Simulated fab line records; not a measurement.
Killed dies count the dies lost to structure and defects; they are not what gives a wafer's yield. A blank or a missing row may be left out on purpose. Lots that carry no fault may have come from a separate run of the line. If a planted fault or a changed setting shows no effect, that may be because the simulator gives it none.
fab line records / flow sky130
record: lots: 6 wafers: 18 last_day: 50
route steps=708 shown LDD_HVP@281 LDD_LDN@289 PAD_OPEN@708
lots untouched by any fault: they come from a run of this same line in which no faults occurred
start_h: start of the lot's first displayed wafer, in hours after the record's first day / wait_h: time in hours since the lot's previous step / " identical to the entry in the row above / L1.1+2: a row that stands for several wafers / - no value present, or no start provided / * or withheld: withheld / < > ~ a bound
route shown NAME@n: a module of which the file shows steps, and the number in the route of the first / usual: the fault-free wafers' mean and standard deviation / same: alike in all rows / chamber/n: place in a boat / sites: per-site readings / _std_site: the values' standard deviation / _edge_site: the outer-site mean with the inner-site mean subtracted / radius_mm: for every site, how far away it sits from the centre of the wafer / mask NAME#n: copy n / behind: tool/chamber where the wafer was last shaped / hold: the reason the lot was held/the length of the hold in hours/how it ended / device: transistor that didn't switch, given as n, p or np / end of line: tests of these same wafers at the route's end / a step with no rows: only its recipe / killed: count of dies lost to structure and defects at first sort (not the wafer's yield) / map: a wafer's dies, x killed, . not, _ none there
set.NAME: the run value of the setting; set.NAME@STEP: its run value at that earlier step / model.NAME: the simulator's own value behind a step, which no gauge read
lots at some steps of the route; a table a step, a row a wafer
services: from which hour (start_h, from the record's first day; less than 0 if before it) a tool's chamber was out of use, for how many hours, and why
== steps ==
step: SKY_LDD_HVP_SOFTBAKE_03
recipe: temp_c: 90 time_s: 60 resist: NOVOLAK
step: SKY_LDD_HVP_EXPOSE_04
recipe: mask_id: HVPTM na: 0.6 source_shape: conventional sigma_outer: 0.6 polarization: unpolarized target_cd_nm: 700 dose_mj: 86
step: SKY_LDD_HVP_PEB_05
recipe: temp_c: withheld time_s: * resist: NOVOLAK
step: SKY_LDD_HVP_DEVELOP_06
recipe: resist: NOVOLAK developer: TMAH develop_time_s: 60 dev_temp_c: 23
step: SKY_LDD_HVP_OVL_MEAS_07
usual: LDD_HVP_OVL: 0.5/1.6
lot.wafer=L826.3 tool=overlay-01 chamber=- start_h=552.99 wait_h=0.1 LDD_HVP_OVL[nm]=4.4
lot.wafer=L826.5 tool=overlay-01 chamber=- start_h=552.99 wait_h=0.1 LDD_HVP_OVL[nm]=1.0
lot.wafer=L826.6 tool=overlay-01 chamber=- start_h=552.99 wait_h=0.1 LDD_HVP_OVL[nm]=3.2
lot.wafer=L834.1 tool=overlay-02 chamber=- start_h=615.93 wait_h=0.1 LDD_HVP_OVL[nm]=-3.3
lot.wafer=L834.2 tool=overlay-02 chamber=- start_h=615.93 wait_h=0.1 LDD_HVP_OVL[nm]=-2.0
lot.wafer=L834.3 tool=overlay-02 chamber=- start_h=615.93 wait_h=0.1 LDD_HVP_OVL[nm]=-1.4
lot.wafer=L835.2 tool=overlay-02 chamber=- start_h=622.81 wait_h=0.1 LDD_HVP_OVL[nm]=3.0
lot.wafer=L835.4 tool=overlay-02 chamber=- start_h=622.81 wait_h=0.1 LDD_HVP_OVL[nm]=1.5
lot.wafer=L835.6 tool=overlay-02 chamber=- start_h=622.81 wait_h=0.1 LDD_HVP_OVL[nm]=2.7
lot.wafer=L836.3 tool=overlay-01 chamber=- start_h=632.34 wait_h=0.1 LDD_HVP_OVL[nm]=-0.3
lot.wafer=L836.4 tool=overlay-01 chamber=- start_h=632.34 wait_h=0.1 LDD_HVP_OVL[nm]=1.3
lot.wafer=L836.6 tool=overlay-01 chamber=- start_h=632.34 wait_h=0.1 LDD_HVP_OVL[nm]=0.5
lot.wafer=L841.1 tool=overlay-02 chamber=- start_h=669.14 wait_h=0.1 LDD_HVP_OVL[nm]=0.7
lot.wafer=L841.3 tool=overlay-02 chamber=- start_h=669.14 wait_h=0.1 LDD_HVP_OVL[nm]=0.4
lot.wafer=L841.4 tool=overlay-02 chamber=- start_h=669.14 wait_h=0.1 LDD_HVP_OVL[nm]=1.3
lot.wafer=L842.3 tool=overlay-02 chamber=- start_h=680.02 wait_h=0.1 LDD_HVP_OVL[nm]=-1.4
lot.wafer=L842.4 tool=overlay-02 chamber=- start_h=680.02 wait_h=0.1 LDD_HVP_OVL[nm]=-0.5
lot.wafer=L842.6 tool=overlay-02 chamber=- start_h=680.02 wait_h=0.1 LDD_HVP_OVL[nm]=0.4
step: SKY_LDD_HVP_IMPLANT_08
recipe: species: B energy_kev: 20 dose_cm2: 1.7e+13 tilt_deg: 17.9
step: SKY_LDD_HVP_STRIP_09
recipe: chemistry: O2/N2 power_w: 1400 pressure_mtorr: 1500 platen_temp_c: withheld o2_flow_sccm: 3000 n2_flow_sccm: 300 overash_fraction: 0.5
usual: drypump_motor_current_A: 5.8/0.63 o2_flow_sccm: 3000/9.3 oes_product_au: 0.408/0.0042 strip_time_to_endpoint_s: 4.138/0.017
lot.wafer=L826.3 tool=plasma_asher-03 chamber=1 start_h=553.20 wait_h=0.1 drypump_motor_current_A=6.5 o2_flow_sccm=2982 oes_product_au=0.407 rf_hours_counter_h=- strip_time_to_endpoint_s=4.137
lot.wafer=L826.5 tool=plasma_asher-03 chamber=0 start_h=553.20 wait_h=0.1 drypump_motor_current_A=5.2 o2_flow_sccm=2995 oes_product_au=0.411 rf_hours_counter_h=- strip_time_to_endpoint_s=4.132
lot.wafer=L826.6 tool=plasma_asher-03 chamber=1 start_h=553.20 wait_h=0.1 drypump_motor_current_A=6.5 o2_flow_sccm=2992 oes_product_au=0.405 rf_hours_counter_h=- strip_time_to_endpoint_s=4.140
lot.wafer=L834.1 tool=plasma_asher-02 chamber=1 start_h=616.11 wait_h=0.1 drypump_motor_current_A=5.1 o2_flow_sccm=2991 oes_product_au=0.410 rf_hours_counter_h=18 strip_time_to_endpoint_s=4.142
lot.wafer=L834.2 tool=plasma_asher-02 chamber=0 start_h=616.11 wait_h=0.1 drypump_motor_current_A=6.1 o2_flow_sccm=2999 oes_product_au=0.410 rf_hours_counter_h=18 strip_time_to_endpoint_s=4.130
lot.wafer=L834.3 tool=plasma_asher-02 chamber=1 start_h=616.11 wait_h=0.1 drypump_motor_current_A=5.1 o2_flow_sccm=3000 oes_product_au=0.410 rf_hours_counter_h=- strip_time_to_endpoint_s=4.137
lot.wafer=L835.2 tool=plasma_asher-01 chamber=0 start_h=622.99 wait_h=0.1 drypump_motor_current_A=5.3 o2_flow_sccm=2990 oes_product_au=0.404 rf_hours_counter_h=92 strip_time_to_endpoint_s=4.159
lot.wafer=L835.4 tool=plasma_asher-01 chamber=1 start_h=622.99 wait_h=0.1 drypump_motor_current_A=6.6 o2_flow_sccm=2999 oes_product_au=0.410 rf_hours_counter_h=- strip_time_to_endpoint_s=4.169
lot.wafer=L835.6 tool=plasma_asher-01 chamber=0 start_h=622.99 wait_h=0.1 drypump_motor_current_A=5.3 o2_flow_sccm=3005 oes_product_au=0.407 rf_hours_counter_h=- strip_time_to_endpoint_s=4.157
lot.wafer=L836.3 tool=plasma_asher-02 chamber=1 start_h=632.55 wait_h=0.1 drypump_motor_current_A=5.1 o2_flow_sccm=3011 oes_product_au=0.407 rf_hours_counter_h=- strip_time_to_endpoint_s=4.140
lot.wafer=L836.4 tool=plasma_asher-02 chamber=0 start_h=632.55 wait_h=0.1 drypump_motor_current_A=6.1 o2_flow_sccm=3009 oes_product_au=0.404 rf_hours_counter_h=- strip_time_to_endpoint_s=4.122
lot.wafer=L836.6 tool=plasma_asher-02 chamber=1 start_h=632.55 wait_h=0.1 drypump_motor_current_A=5.1 o2_flow_sccm=2994 oes_product_au=0.407 rf_hours_counter_h=- strip_time_to_endpoint_s=4.136
lot.wafer=L841.1 tool=plasma_asher-03 chamber=1 start_h=669.32 wait_h=0.1 drypump_motor_current_A=6.6 o2_flow_sccm=2999 oes_product_au=0.412 rf_hours_counter_h=53 strip_time_to_endpoint_s=4.172
lot.wafer=L841.3 tool=plasma_asher-03 chamber=1 start_h=669.32 wait_h=0.1 drypump_motor_current_A=6.6 o2_flow_sccm=3003 oes_product_au=0.404 rf_hours_counter_h=- strip_time_to_endpoint_s=4.175
lot.wafer=L841.4 tool=plasma_asher-03 chamber=0 start_h=669.32 wait_h=0.1 drypump_motor_current_A=5.2 o2_flow_sccm=2999 oes_product_au=0.403 rf_hours_counter_h=- strip_time_to_endpoint_s=4.160
lot.wafer=L842.3 tool=plasma_asher-03 chamber=0 start_h=680.22 wait_h=0.1 drypump_motor_current_A=5.2 o2_flow_sccm=3003 oes_product_au=0.412 rf_hours_counter_h=- strip_time_to_endpoint_s=4.113
lot.wafer=L842.4 tool=plasma_asher-03 chamber=1 start_h=680.22 wait_h=0.1 drypump_motor_current_A=6.5 o2_flow_sccm=2994 oes_product_au=0.413 rf_hours_counter_h=- strip_time_to_endpoint_s=4.163
lot.wafer=L842.6 tool=plasma_asher-03 chamber=1 start_h=680.22 wait_h=0.1 drypump_motor_current_A=6.5 o2_flow_sccm=2997 oes_product_au=0.410 rf_hours_counter_h=- strip_time_to_endpoint_s=4.129
step: SKY_LDD_HVP_TW_MEAS_10
usual: LDD_HVP_TW: 457/4.8
lot.wafer=L826.3 tool=film_metro-01 chamber=- start_h=553.28 wait_h=0.1 LDD_HVP_TW=464
lot.wafer=L826.5 tool=film_metro-01 chamber=- start_h=553.28 wait_h=0.1 LDD_HVP_TW=463
lot.wafer=L826.6 tool=film_metro-01 chamber=- start_h=553.28 wait_h=0.1 LDD_HVP_TW=460
lot.wafer=L834.1 tool=film_metro-01 chamber=- start_h=616.21 wait_h=0.1 LDD_HVP_TW=462
lot.wafer=L834.2 tool=film_metro-01 chamber=- start_h=616.21 wait_h=0.1 LDD_HVP_TW=462
lot.wafer=L834.3 tool=film_metro-01 chamber=- start_h=616.21 wait_h=0.1 LDD_HVP_TW=463
lot.wafer=L835.2 tool=film_metro-01 chamber=- start_h=623.10 wait_h=0.1 LDD_HVP_TW=458
lot.wafer=L835.4 tool=film_metro-01 chamber=- start_h=623.10 wait_h=0.1 LDD_HVP_TW=458
lot.wafer=L835.6 tool=film_metro-01 chamber=- start_h=623.10 wait_h=0.1 LDD_HVP_TW=458
lot.wafer=L836.3 tool=film_metro-02 chamber=- start_h=632.63 wait_h=0.1 LDD_HVP_TW=453
lot.wafer=L836.4 tool=film_metro-02 chamber=- start_h=632.63 wait_h=0.1 LDD_HVP_TW=455
lot.wafer=L836.6 tool=film_metro-02 chamber=- start_h=632.63 wait_h=0.1 LDD_HVP_TW=452
lot.wafer=L841.1 tool=film_metro-01 chamber=- start_h=669.42 wait_h=0.1 LDD_HVP_TW=462
lot.wafer=L841.3 tool=film_metro-01 chamber=- start_h=669.42 wait_h=0.1 LDD_HVP_TW=464
lot.wafer=L841.4 tool=film_metro-01 chamber=- start_h=669.42 wait_h=0.1 LDD_HVP_TW=465
lot.wafer=L842.3 tool=film_metro-01 chamber=- start_h=680.31 wait_h=0.1 LDD_HVP_TW=459
lot.wafer=L842.4 tool=film_metro-01 chamber=- start_h=680.31 wait_h=0.1 LDD_HVP_TW=461
lot.wafer=L842.6 tool=film_metro-01 chamber=- start_h=680.31 wait_h=0.1 LDD_HVP_TW=459
step: SKY_LDD_LDN_DEHYDRATE_00
recipe: temp_c: 200 time_s: 60
step: SKY_LDD_LDN_HMDS_01
recipe: prime_time_s: 60 prime_temp_c: 120
step: SKY_LDD_LDN_COAT_02
recipe: resist: NOVOLAK spin_rpm: 3000 resist_thk_nm: 1140
step: SKY_LDD_LDN_SOFTBAKE_03
recipe: temp_c: 90 time_s: 60 resist: NOVOLAK
step: SKY_LDD_LDN_EXPOSE_04
recipe: mask_id: LDNTM na: 0.6 source_shape: conventional sigma_outer: 0.6 polarization: unpolarized target_cd_nm: 700 dose_mj: 140
usual: reticle_temp_C: 22.99/0.12 stage_vel_mm_s: 500.01/0.22
lot.wafer=L826.3 tool=iline_stepper-02 chamber=0 start_h=566.99 wait_h=- mask=LDNTM#0 reticle_temp_C=22.94 stage_vel_mm_s=499.84 model.LDD_LDN.overlay_x_nm=0.6007
lot.wafer=L826.5 tool=iline_stepper-02 chamber=0 start_h=566.99 wait_h=- mask=LDNTM#0 reticle_temp_C=23.05 stage_vel_mm_s=499.92 model.LDD_LDN.overlay_x_nm=0.6007
lot.wafer=L826.6 tool=iline_stepper-02 chamber=0 start_h=566.99 wait_h=- mask=LDNTM#0 reticle_temp_C=22.86 stage_vel_mm_s=499.76 model.LDD_LDN.overlay_x_nm=0.6007
lot.wafer=L834.1 tool=iline_stepper-01 chamber=0 start_h=631.68 wait_h=- mask=LDNTM#0 reticle_temp_C=23.10 stage_vel_mm_s=499.98 model.LDD_LDN.overlay_x_nm=0.1981
lot.wafer=L834.2 tool=iline_stepper-01 chamber=0 start_h=631.68 wait_h=- mask=LDNTM#0 reticle_temp_C=23.02 stage_vel_mm_s=499.85 model.LDD_LDN.overlay_x_nm=0.1981
lot.wafer=L834.3 tool=iline_stepper-01 chamber=0 start_h=631.68 wait_h=- mask=LDNTM#0 reticle_temp_C=22.94 stage_vel_mm_s=499.68 model.LDD_LDN.overlay_x_nm=0.1981
lot.wafer=L835.2 tool=iline_stepper-01 chamber=0 start_h=637.08 wait_h=- mask=LDNTM#0 reticle_temp_C=23.06 stage_vel_mm_s=500.35 model.LDD_LDN.overlay_x_nm=193.5
lot.wafer=L835.4 tool=iline_stepper-01 chamber=0 start_h=637.08 wait_h=- mask=LDNTM#0 reticle_temp_C=22.94 stage_vel_mm_s=500.25 model.LDD_LDN.overlay_x_nm=193.5
lot.wafer=L835.6 tool=iline_stepper-01 chamber=0 start_h=637.08 wait_h=- mask=LDNTM#0 reticle_temp_C=22.96 stage_vel_mm_s=500.13 model.LDD_LDN.overlay_x_nm=193.5
lot.wafer=L836.3 tool=iline_stepper-01 chamber=0 start_h=646.54 wait_h=- mask=LDNTM#0 reticle_temp_C=22.84 stage_vel_mm_s=499.75 model.LDD_LDN.overlay_x_nm=193.1
lot.wafer=L836.4 tool=iline_stepper-01 chamber=0 start_h=646.54 wait_h=- mask=LDNTM#0 reticle_temp_C=22.87 stage_vel_mm_s=500.28 model.LDD_LDN.overlay_x_nm=193.1
lot.wafer=L836.6 tool=iline_stepper-01 chamber=0 start_h=646.54 wait_h=- mask=LDNTM#0 reticle_temp_C=23.04 stage_vel_mm_s=499.48 model.LDD_LDN.overlay_x_nm=193.1
lot.wafer=L841.1 tool=iline_stepper-02 chamber=0 start_h=683.63 wait_h=- mask=LDNTM#0 reticle_temp_C=22.88 stage_vel_mm_s=500.17 model.LDD_LDN.overlay_x_nm=-0.5561
lot.wafer=L841.3 tool=iline_stepper-02 chamber=0 start_h=683.63 wait_h=- mask=LDNTM#0 reticle_temp_C=22.88 stage_vel_mm_s=500.23 model.LDD_LDN.overlay_x_nm=-0.5561
lot.wafer=L841.4 tool=iline_stepper-02 chamber=0 start_h=683.63 wait_h=- mask=LDNTM#0 reticle_temp_C=22.86 stage_vel_mm_s=500.04 model.LDD_LDN.overlay_x_nm=-0.5561
lot.wafer=L842.3 tool=iline_stepper-02 chamber=0 start_h=693.52 wait_h=- mask=LDNTM#0 reticle_temp_C=23.08 stage_vel_mm_s=500.26 model.LDD_LDN.overlay_x_nm=-0.5158
lot.wafer=L842.4 tool=iline_stepper-02 chamber=0 start_h=693.52 wait_h=- mask=LDNTM#0 reticle_temp_C=23.05 stage_vel_mm_s=499.90 model.LDD_LDN.overlay_x_nm=-0.5158
lot.wafer=L842.6 tool=iline_stepper-02 chamber=0 start_h=693.52 wait_h=- mask=LDNTM#0 reticle_temp_C=23.04 stage_vel_mm_s=499.93 model.LDD_LDN.overlay_x_nm=-0.5158
step: SKY_LDD_LDN_PEB_05
recipe: temp_c: withheld time_s: * resist: NOVOLAK
step: SKY_LDD_LDN_DEVELOP_06
recipe: resist: NOVOLAK developer: TMAH develop_time_s: 60 dev_temp_c: 23
step: SKY_LDD_LDN_OVL_MEAS_07
usual: LDD_LDN_OVL: -1.9/1.2
lot.wafer=L826.3 tool=overlay-02 chamber=- start_h=580.54 wait_h=0.1 LDD_LDN_OVL[nm]=-1.4
lot.wafer=L826.5 tool=overlay-02 chamber=- start_h=580.54 wait_h=0.1 LDD_LDN_OVL[nm]=-0.7
lot.wafer=L826.6 tool=overlay-02 chamber=- start_h=580.54 wait_h=0.1 LDD_LDN_OVL[nm]=-0.5
lot.wafer=L834.1 tool=overlay-02 chamber=- start_h=645.23 wait_h=0.1 LDD_LDN_OVL[nm]=-1.8
lot.wafer=L834.2 tool=overlay-02 chamber=- start_h=645.23 wait_h=0.1 LDD_LDN_OVL[nm]=-1.5
lot.wafer=L834.3 tool=overlay-02 chamber=- start_h=645.23 wait_h=0.1 LDD_LDN_OVL[nm]=-2.1
lot.wafer=L835.2 tool=overlay-02 chamber=- start_h=650.71 wait_h=0.1 LDD_LDN_OVL[nm]=191.4
lot.wafer=L835.4 tool=overlay-02 chamber=- start_h=650.71 wait_h=0.1 LDD_LDN_OVL[nm]=191.1
lot.wafer=L835.6 tool=overlay-02 chamber=- start_h=650.71 wait_h=0.1 LDD_LDN_OVL[nm]=193.2
lot.wafer=L836.3 tool=overlay-02 chamber=- start_h=660.24 wait_h=0.1 LDD_LDN_OVL[nm]=191.0
lot.wafer=L836.4 tool=overlay-02 chamber=- start_h=660.24 wait_h=0.1 LDD_LDN_OVL[nm]=190.5
lot.wafer=L836.6 tool=overlay-02 chamber=- start_h=660.24 wait_h=0.1 LDD_LDN_OVL[nm]=191.9
lot.wafer=L841.1 tool=overlay-01 chamber=- start_h=697.41 wait_h=0.1 LDD_LDN_OVL[nm]=-1.5
lot.wafer=L841.3 tool=overlay-01 chamber=- start_h=697.41 wait_h=0.1 LDD_LDN_OVL[nm]=-2.8
lot.wafer=L841.4 tool=overlay-01 chamber=- start_h=697.41 wait_h=0.1 LDD_LDN_OVL[nm]=-1.0
lot.wafer=L842.3 tool=overlay-02 chamber=- start_h=706.89 wait_h=0.1 LDD_LDN_OVL[nm]=-3.3
lot.wafer=L842.4 tool=overlay-02 chamber=- start_h=706.89 wait_h=0.1 LDD_LDN_OVL[nm]=-0.6
lot.wafer=L842.6 tool=overlay-02 chamber=- start_h=706.89 wait_h=0.1 LDD_LDN_OVL[nm]=-3.0
step: SKY_LDD_LDN_IMPLANT_08
recipe: species: As energy_kev: 15 dose_cm2: 1.25e+13 tilt_deg: withheld rotation_deg: 23
step: SKY_PAD_OPEN_PROBE_99
usual: killed_at_M0_to_M3: 43/7.2 killed_at_M4_up: 3.3/1.8 killed_at_contacts: 23/5.5 killed_at_front_end: 16/5.1 killed_at_other: 0.4/0.65 killed_dies: 85/10 killed_open: 46/7.1 killed_short: 38/7.2
same: gross_dies: 492 killed_at_back_side: 0
lot.wafer=L826.3 tool=prober-01 chamber=- start_h=1111.67 wait_h=0.2 killed_at_M0_to_M3=43 killed_at_M4_up=3 killed_at_contacts=24 killed_at_front_end=15 killed_at_other=0 killed_dies=85 killed_open=42 killed_short=41
lot.wafer=L826.5 tool=prober-01 chamber=- start_h=1111.77 wait_h=0.2 killed_at_M0_to_M3=42 killed_at_M4_up=3 killed_at_contacts=23 killed_at_front_end=18 killed_at_other=0 killed_dies=86 killed_open=53 killed_short=33
lot.wafer=L826.6 tool=prober-01 chamber=- start_h=1111.82 wait_h=0.2 killed_at_M0_to_M3=28 killed_at_M4_up=1 killed_at_contacts=26 killed_at_front_end=13 killed_at_other=0 killed_dies=68 killed_open=40 killed_short=27
lot.wafer=L834.1 tool=prober-01 chamber=- start_h=1155.79 wait_h=0.1 killed_at_M0_to_M3=53 killed_at_M4_up=2 killed_at_contacts=26 killed_at_front_end=14 killed_at_other=1 killed_dies=96 killed_open=55 killed_short=41
lot.wafer=L834.2 tool=prober-01 chamber=- start_h=1155.84 wait_h=0.1 killed_at_M0_to_M3=54 killed_at_M4_up=2 killed_at_contacts=22 killed_at_front_end=15 killed_at_other=1 killed_dies=94 killed_open=53 killed_short=40
lot.wafer=L834.3 tool=prober-01 chamber=- start_h=1155.89 wait_h=0.2 killed_at_M0_to_M3=38 killed_at_M4_up=4 killed_at_contacts=20 killed_at_front_end=15 killed_at_other=0 killed_dies=77 killed_open=47 killed_short=30
lot.wafer=L835.2 tool=prober-02 chamber=- start_h=1157.48 wait_h=0.1 killed_at_M0_to_M3=31 killed_at_M4_up=2 killed_at_contacts=28 killed_at_front_end=17 killed_at_other=0 killed_dies=78 killed_open=45 killed_short=33
lot.wafer=L835.4 tool=prober-02 chamber=- start_h=1157.58 wait_h=0.2 killed_at_M0_to_M3=50 killed_at_M4_up=1 killed_at_contacts=36 killed_at_front_end=8 killed_at_other=0 killed_dies=95 killed_open=55 killed_short=39
lot.wafer=L835.6 tool=prober-02 chamber=- start_h=1157.68 wait_h=0.2 killed_at_M0_to_M3=42 killed_at_M4_up=5 killed_at_contacts=17 killed_at_front_end=13 killed_at_other=0 killed_dies=77 killed_open=41 killed_short=35
lot.wafer=L836.3 tool=prober-01 chamber=- start_h=1165.63 wait_h=0.2 killed_at_M0_to_M3=44 killed_at_M4_up=5 killed_at_contacts=27 killed_at_front_end=8 killed_at_other=0 killed_dies=84 killed_open=56 killed_short=28
lot.wafer=L836.4 tool=prober-01 chamber=- start_h=1165.68 wait_h=0.2 killed_at_M0_to_M3=38 killed_at_M4_up=5 killed_at_contacts=18 killed_at_front_end=7 killed_at_other=1 killed_dies=69 killed_open=43 killed_short=25
lot.wafer=L836.6 tool=prober-01 chamber=- start_h=1165.78 wait_h=0.2 killed_at_M0_to_M3=54 killed_at_M4_up=1 killed_at_contacts=25 killed_at_front_end=10 killed_at_other=0 killed_dies=90 killed_open=54 killed_short=35
lot.wafer=L841.1 tool=prober-01 chamber=- start_h=1187.45 wait_h=0.1 killed_at_M0_to_M3=36 killed_at_M4_up=9 killed_at_contacts=25 killed_at_front_end=20 killed_at_other=0 killed_dies=90 killed_open=41 killed_short=48
lot.wafer=L841.3 tool=prober-01 chamber=- start_h=1187.55 wait_h=0.2 killed_at_M0_to_M3=47 killed_at_M4_up=2 killed_at_contacts=24 killed_at_front_end=14 killed_at_other=0 killed_dies=87 killed_open=38 killed_short=49
lot.wafer=L841.4 tool=prober-01 chamber=- start_h=1187.60 wait_h=0.2 killed_at_M0_to_M3=38 killed_at_M4_up=4 killed_at_contacts=15 killed_at_front_end=13 killed_at_other=0 killed_dies=70 killed_open=40 killed_short=30
killed by level:class
L826.3 METAL2:geometric_particle:short=9 CONTACT:geometric_particle:open=8 LI_CONTACT:geometric_particle:open=7 VIA3:geometric_particle:open=6 VIA2:geometric_particle:short=5 METAL1:geometric_particle:short=5 FIELD_ISO:geometric_particle:open=4 POLY_GATE:geometric_particle:open=4
L826.5 CONTACT:geometric_particle:open=11 VIA1:geometric_particle:open=11 VIA3:geometric_particle:open=7 POLY_GATE:geometric_particle:short=6 POLY_GATE:geometric_particle:open=6 LI_CONTACT:geometric_particle:open=6 VIA1:geometric_particle:short=5 VIA2:geometric_particle:open=4
L826.6 CONTACT:geometric_particle:open=11 VIA1:geometric_particle:open=7 LOCAL_INTERCONNECT:geometric_particle:short=5 METAL1:geometric_particle:short=5 VIA2:geometric_particle:open=5 FIELD_ISO:geometric_particle:open=4 LI_CONTACT:geometric_particle:open=4 LI_CONTACT:geometric_particle:short=4
L834.1 VIA1:geometric_particle:open=17 VIA3:geometric_particle:open=12 CONTACT:geometric_particle:short=10 CONTACT:geometric_particle:open=9 FIELD_ISO:geometric_particle:short=5 METAL1:geometric_particle:short=5 FIELD_ISO:geometric_particle:open=4 VIA2:geometric_particle:open=4
L834.2 CONTACT:geometric_particle:open=11 METAL1:geometric_particle:short=10 VIA1:geometric_particle:open=10 VIA1:geometric_particle:short=8 VIA3:geometric_particle:open=7 FIELD_ISO:geometric_particle:open=5 LI_CONTACT:geometric_particle:open=5 METAL3:geometric_particle:short=4
L834.3 CONTACT:geometric_particle:open=11 METAL2:geometric_particle:short=8 VIA1:geometric_particle:open=7 VIA3:geometric_particle:open=7 FIELD_ISO:geometric_particle:open=6 LI_CONTACT:geometric_particle:open=6 VIA3:geometric_particle:short=3 POLY_GATE:geometric_particle:open=3
L835.2 CONTACT:geometric_particle:open=10 VIA1:geometric_particle:open=10 LI_CONTACT:geometric_particle:open=8 LOCAL_INTERCONNECT:geometric_particle:short=5 FIELD_ISO:geometric_particle:open=4 FIELD_ISO:geometric_particle:short=4 METAL2:geometric_particle:short=4 VIA2:geometric_particle:short=3
L835.4 CONTACT:geometric_particle:open=16 VIA1:geometric_particle:open=11 VIA3:geometric_particle:open=9 CONTACT:geometric_particle:short=8 LI_CONTACT:geometric_particle:open=5 VIA2:geometric_particle:open=5 METAL1:geometric_particle:short=5 METAL2:geometric_particle:short=5
L835.6 METAL2:geometric_particle:short=9 VIA1:geometric_particle:open=9 VIA2:geometric_particle:open=8 LI_CONTACT:geometric_particle:open=6 CONTACT:geometric_particle:open=5 POLY_GATE:geometric_particle:short=4 METAL1:geometric_particle:short=4 POLY_GATE:geometric_particle:open=3
L836.3 CONTACT:geometric_particle:open=13 VIA2:geometric_particle:open=10 VIA1:geometric_particle:open=9 VIA1:geometric_particle:short=7 LI_CONTACT:geometric_particle:open=4 CONTACT:geometric_particle:short=4 VIA3:geometric_particle:open=4 POLY_GATE:geometric_particle:open=3
L836.4 VIA1:geometric_particle:open=10 CONTACT:geometric_particle:open=7 VIA2:geometric_particle:open=5 VIA1:geometric_particle:short=4 METAL2:geometric_particle:open=4 VIA3:geometric_particle:open=4 POLY_GATE:geometric_particle:open=3 LI_CONTACT:geometric_particle:open=3
L836.6 VIA1:geometric_particle:open=18 CONTACT:geometric_particle:open=8 VIA3:geometric_particle:open=8 CONTACT:geometric_particle:short=6 VIA2:geometric_particle:open=6 METAL2:geometric_particle:short=6 LI_CONTACT:geometric_particle:open=5 METAL1:geometric_particle:short=4
L841.1 CONTACT:geometric_particle:open=9 VIA3:geometric_particle:open=8 METAL4:geometric_particle:short=8 POLY_GATE:geometric_particle:short=6 CONTACT:geometric_particle:short=5 LOCAL_INTERCONNECT:geometric_particle:short=4 POLY_GATE:geometric_particle:open=4 METAL3:geometric_particle:short=4
L841.3 CONTACT:geometric_particle:open=9 VIA1:geometric_particle:open=9 POLY_GATE:geometric_particle:short=7 METAL1:geometric_particle:short=7 VIA1:geometric_particle:short=6 VIA3:geometric_particle:open=6 LOCAL_INTERCONNECT:geometric_particle:short=5 METAL3:geometric_particle:short=5
L841.4 VIA1:geometric_particle:open=10 LI_CONTACT:geometric_particle:open=5 VIA3:geometric_particle:open=5 VIA1:geometric_particle:short=5 VIA2:geometric_particle:open=5 VIA3:geometric_particle:short=5 POLY_GATE:geometric_particle:open=4 CONTACT:geometric_particle:open=3
== services ==
tool=iline_stepper-01 chamber=0 start_h=618.19 hours=- kind=calibration
tool=plasma_asher-01 chamber=- start_h=630.91 hours=2.2 kind=repair
tool=iline_stepper-02 chamber=- start_h=660.19 hours=4.4 kind=pm
tool=iline_stepper-02 chamber=0 start_h=673.19 hours=- kind=calibration
tool=iline_stepper-01 chamber=- start_h=692.12 hours=1.7 kind=pm
== key ==
first_sign: step: SKY_LDD_LDN_OVL_MEAS_07 reading: LDD_LDN_OVL direction: up sigmas: 99+ usual: -1.9 struck: 191.5
effect none on later readings
model_effect: step: SKY_LDD_LDN_EXPOSE_04 value: LDD_LDN.overlay_x_nm without: -0.8456 struck: 193.3
met_at SKY_LDD_LDN_EXPOSE_04
struck_wafers L835.2,L835.4,L835.6,L836.3,L836.4,L836.6
tester_left_out L835,L836
onset_between 631.68 637.08
fault: kind: scanner_matching_overlay tool: iline_stepper-01 chamber: - onset_h: 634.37 steps: SKY_LDD_LDN_EXPOSE_04 offset: 194.13
tester_left_out: of these lots the tester's yield and bins aren't shown, on N5 and GAA mostly nor the transistor test; their killed dies are dies lost to structure and defects alone, not to doping, threshold or leakage, so they don't give the yield
